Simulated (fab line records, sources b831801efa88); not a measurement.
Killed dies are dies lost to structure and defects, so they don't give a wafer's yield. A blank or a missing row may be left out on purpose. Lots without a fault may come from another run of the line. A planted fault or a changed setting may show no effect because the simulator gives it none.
A struck lot beside a sound one | flow sky130 | 14 steps out of a route of 708
Sound: wafers L205.1, L205.3, L205.6. Struck: wafers L206.1, L206.2, L206.4. The cause comes at the end.
At each step with rows: each side's tool, then ch and its chambers, then its first start. Under that, the readings that differ: sound wafers | struck wafers | difference of the means | sigmas: that difference in standard deviations of wafers without a fault.
alike: readings whose means differ by less than 2 such deviations, and words and numbers that are the same on both sides. not compared: withheld readings, readings that some wafer has no value for, bounds like >300 that may hide the same value, and numbers for which the record gives no deviation and whose values overlap.
The two part at a step that has a row with sigmas, a row that says differs or no value, or rows on one side only. Numbers that don't overlap but have no deviation are shown without sigmas and don't part them. A reading that every wafer of one side lacks parts them only if that side has two wafers or more.

first, 3 steps without rows for these wafers: SKY_METAL4_CLEAN_21 (cleans in IPA, time 180 s); SKY_METAL4_CLEAN_22 (cleans in O3/DIW); SKY_VIA4_HDPCVD_00 (deposits SiO2, target thk 1750 nm, time 291.7 s).
SKY_VIA4_THK_MEAS_01:
  sound on film_metro-03, day 46 12:21; struck on film_metro-01, day 46 11:40
  alike: VIA4_HDPCVD_THK
SKY_VIA4_CMP_02: polishes SiO2.
  sound on cmp-01 ch 0,2,3, day 46 12:29; struck on cmp-01 ch 0,1,2, day 46 11:43
  alike: motor_current_A, retaining_ring_pressure_frac, slurry_flow_ml_min
SKY_VIA4_BOW_MEAS_03:
  sound on film_metro-04, day 46 12:49; struck on film_metro-03, day 46 12:01
  alike: VIA4_BOW
then, 6 steps without rows for these wafers: SKY_VIA4_DEHYDRATE_04 (time 60 s); SKY_VIA4_HMDS_05 (prime time 60 s); SKY_VIA4_COAT_06 (resist thk 1140 nm); SKY_VIA4_SOFTBAKE_07 (time 60 s); SKY_VIA4_EXPOSE_08 (exposes mask VIM4, target cd 800 nm); SKY_VIA4_PEB_09.
SKY_VIA4_DEVELOP_10: develop time 60 s.
  sound on litho_track-01 ch 0, day 47 08:43; struck on litho_track-01, day 47 08:25
  no value came back on the struck wafers for chill_plate_temp_C (C), develop_time_s (s); on the sound wafers chill_plate_temp_C (C) reads 22.87 23.03 22.81
SKY_VIA4_OVL_MEAS_11:
  sound on overlay-02, day 47 08:52; struck on overlay-02, day 47 08:34
  reading       | sound        | struck | difference                    | sigmas
  VIA4_OVL (nm) | -0.3 1.1 0.2 | - - -  | no value on the struck wafers |

WHERE THEY PART
First at SKY_VIA4_DEVELOP_10; last, within this record, at SKY_VIA4_OVL_MEAS_11.

WHY: what the simulator had put in
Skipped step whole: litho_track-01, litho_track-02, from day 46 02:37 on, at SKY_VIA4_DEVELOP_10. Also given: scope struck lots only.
